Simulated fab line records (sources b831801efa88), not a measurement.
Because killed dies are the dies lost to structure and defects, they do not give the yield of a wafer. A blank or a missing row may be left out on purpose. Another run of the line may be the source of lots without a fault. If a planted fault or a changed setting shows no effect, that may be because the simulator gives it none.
Chamber matching    flow sky130    SKY_VIA2_ETCH_15 on rie-diel-03 has 4 sister chambers
The step etches SiO2 in C4F8/O2/Ar, stops on TiN, target depth 546 nm, time 84 s. 4 wafers are shown with their chamber, then 12 later ones without.

WAFERS WITH THEIR CHAMBER
wafer   chamber  oes-product-au (a.u.)
L088.3  0        0.938
L090.2  2        0.944
L090.3  3        0.944
L090.4  1        0.931

WAFERS WITHOUT THEIR CHAMBER
wafer   oes-product-au (a.u.)
L092.2  0.933
L092.5  0.939
L092.6  0.935
L091.2  0.936
L091.4  0.936
L091.5  0.941
L095.1  0.940
L095.2  0.946
L095.3  0.945
L097.1  0.939
L097.2  0.939
L097.4  0.932

THE CHAMBER EACH PASSED THROUGH
wafer    from the rows above            in truth
L092.2   can't be placed: 1 or 0        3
L092.5   0                              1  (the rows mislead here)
L092.6   can't be placed: 0 or 1        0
L091.2   can't be placed: 0 or 1        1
L091.4   can't be placed: 0 or 1        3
L091.5   can't be placed: 0 or 2 or 3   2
L095.1   can't be placed: 0 or 2 or 3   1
L095.2   can't be placed: 2 or 3        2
L095.3   can't be placed: 2 or 3        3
L097.1   0                              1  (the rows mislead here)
L097.2   0                              0
L097.4   1                              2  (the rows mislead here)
Placed correctly: 1 of 12. Can't be placed from these rows: 8 (the true chamber is among the candidates in 5). Placed wrongly: 3.
How it was worked out, from the rows above alone: a wafer's distance from a chamber is the root of the sum, over the readings, of the square of ((its reading less the chamber's mean) divided by the reading's scatter). The wafer belongs to the nearest chamber; if the next one is less than 2 further off, it can't be placed. The mean given for a chamber averages the wafers shown for that chamber. The scatter: with one shown wafer a chamber, the root of the mean of the squares of how far each hidden wafer lies from its nearest shown one.
